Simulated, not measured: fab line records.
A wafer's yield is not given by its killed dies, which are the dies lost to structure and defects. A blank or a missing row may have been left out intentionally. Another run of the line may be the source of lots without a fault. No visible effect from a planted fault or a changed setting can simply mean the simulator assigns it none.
A lot that was struck, set against a sound lot | flow sky130 | 15 out of 708 route steps
Sound: the wafers L309.1, L309.3, L309.5. Struck: wafers L296.4, L296.6 (left out: L296.2, a lot-mate that was not struck); the cause follows at the end.
At each step with rows: each side's tool, then ch and its chambers, then its first start. Under that, the readings that differ: sound wafers | struck wafers | difference of the means | sigmas: that difference in standard deviations of wafers without a fault.
alike: same words and numbers on both sides, and readings whose means sit less than 2 such deviations apart. not compared: any withheld reading, any reading some wafer has no value for, any bound like >300 that may hide the same value, and any number with overlapping values for which the record gives no deviation.
A row with sigmas, a row that says differs or no value, or rows on one side alone: a step with any of these is where the two part. When numbers do not overlap yet have no deviation, they are printed without sigmas and do not part them. A reading missing from all wafers of one side parts the sides only when that side holds two or more wafers.

first, 8 steps without rows for these wafers: SKY_FIELD_ISO_DEHYDRATE_05 (time 60 s); SKY_FIELD_ISO_HMDS_06 (prime time 60 s); SKY_FIELD_ISO_COAT_07 (resist thk 60 nm); SKY_FIELD_ISO_COAT_08 (resist thk 450 nm); SKY_FIELD_ISO_SOFTBAKE_09 (time 90 s); SKY_FIELD_ISO_EXPOSE_10 (exposes mask FOM, target cd 150 nm); SKY_FIELD_ISO_PEB_11; SKY_FIELD_ISO_DEVELOP_12 (develop time 60 s).
SKY_FIELD_ISO_CD_MEAS_13 targets a cd of 150 nm.
  struck on cdSem-01, day 3 06:19; sound on cdSem-01, day 6 03:17
  alike: cdNm
SKY_FIELD_ISO_ETCH_14: etches BARC in N2/H2, stops on SiO2, time 45.9 s, target depth 60 nm.
  sound on rieDiel-04 ch 0,2, day 6 03:24; struck on rieDiel-03 ch 0,1, day 3 06:25
  alike: drypumpMotorCurrentA, oesProductAu, rfFwdPowerW, runLengthS, throttleValvePct
  not compared: rfHoursCounterH
SKY_FIELD_ISO_ETCH_15: etches the open film in CHF3/O2, stops on Si, target depth 180 nm, time 72 s.
  sound on rieDiel-04 ch 0,2, day 6 03:26; struck on rieDiel-03 ch 0,1, day 3 06:28
  alike: drypumpMotorCurrentA, oesProductAu, rfFwdPowerW, runLengthS, throttleValvePct
  not compared: rfHoursCounterH
SKY_FIELD_ISO_STRIP_16: strips in O2/N2.
  sound on plasmaAsher-01 ch 0,1, day 6 03:30; struck on plasmaAsher-01 ch 0, day 3 06:31
  alike: drypumpMotorCurrentA, oesProductAu, stripTimeToEndpointS
  not compared: rfHoursCounterH
SKY_FIELD_ISO_ETCH_17: etches Si in HBr/Cl2/O2, target depth 342 nm, time 97.7 s.
  sound on rieSi-01 ch 0,1,2, day 6 03:36; struck on rieSi-02 ch 0, day 3 06:37
reading                             | sound             | struck      | difference | sigmas
runLengthS (s)                      | 125.3 126.1 125.5 | 128.9 129.0 | +3.3       | +6
model.FIELD_ISO.featureDepthNm (nm) | 340.6 336.1 339.2 | 359.1 356.7 | +19.3      | 
model.etch.depthNm (nm)             | 340.6 336.1 339.2 | 359.1 356.7 | +19.3      | 
  alike: drypumpMotorCurrentA, oesProductAu, rfFwdPowerW, throttleValvePct
  not compared: rfHoursCounterH
then, 1 step without rows for these wafers: SKY_FIELD_ISO_WET_ETCH_18 (etches Si3N4 in H3PO4, target depth 25 nm, time 286 s).
-- the record jumps here: 44 days lie between the struck wafers' starts before and after (it left off in module FIELD_ISO and takes up again in module PAD_OPEN, whose first step shown is number 708 of the route) --
SKY_PAD_OPEN_PROBE_99:
  struck on prober-02, day 47 00:16; sound on prober-01, day 50 05:09
reading                               | sound                         | struck              | difference | sigmas
model.etest.res_p_drift_20v.lineOhmUm | 1.155e+04 1.129e+04 1.138e+04 | 1.264e+04 1.257e+04 | +1.198e+03 | 
model.etest.res_p_drift_20v.rsOhmSq   | 9641 9374 9539                | 1.059e+04 1.057e+04 | +1.062e+03 | 
model.etest.pfet_16v.rOnOhmUm         | 1.517e+04 1.496e+04 1.497e+04 | 1.598e+04 1.59e+04  | +9.067e+02 | 
model.etest.resIsoPwell.rsOhmSq       | 3030 2920 3001                | 3488 3482           | +501       | 
model.etest.resIsoPwell.lineOhmUm     | 1140 1104 1118                | 1320 1329           | +204       | 
model.etest.pfet_16v.driveUaUm        | 242.4 245.7 245.6             | 238.1 238.2         | -6.4       | 
model.etest.capPolyToWell.cAfUm2      | 90.24 92.96 93.46             | 87.11 86.3          | -5.52      | 
model.etest.fieldN.vtV (V)            | 35.99 35.55 35.86             | 36.89 36.96         | +1.12      | 
  alike: killed_at_M0_to_M3, killed_at_M4_up, killedAtContacts, killedAtFrontEnd, killedAtOther, killedDies, killedOpen, killedShort

## WHERE THEY PART
At SKY_FIELD_ISO_ETCH_17 and nowhere else, as far as this record goes. Later steps at which nothing parts them and some readings are alike: SKY_PAD_OPEN_PROBE_99.

WHY: what had been put in by the simulator
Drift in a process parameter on rieSi-02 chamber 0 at SKY_FIELD_ISO_ETCH_17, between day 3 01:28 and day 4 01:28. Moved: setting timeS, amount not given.
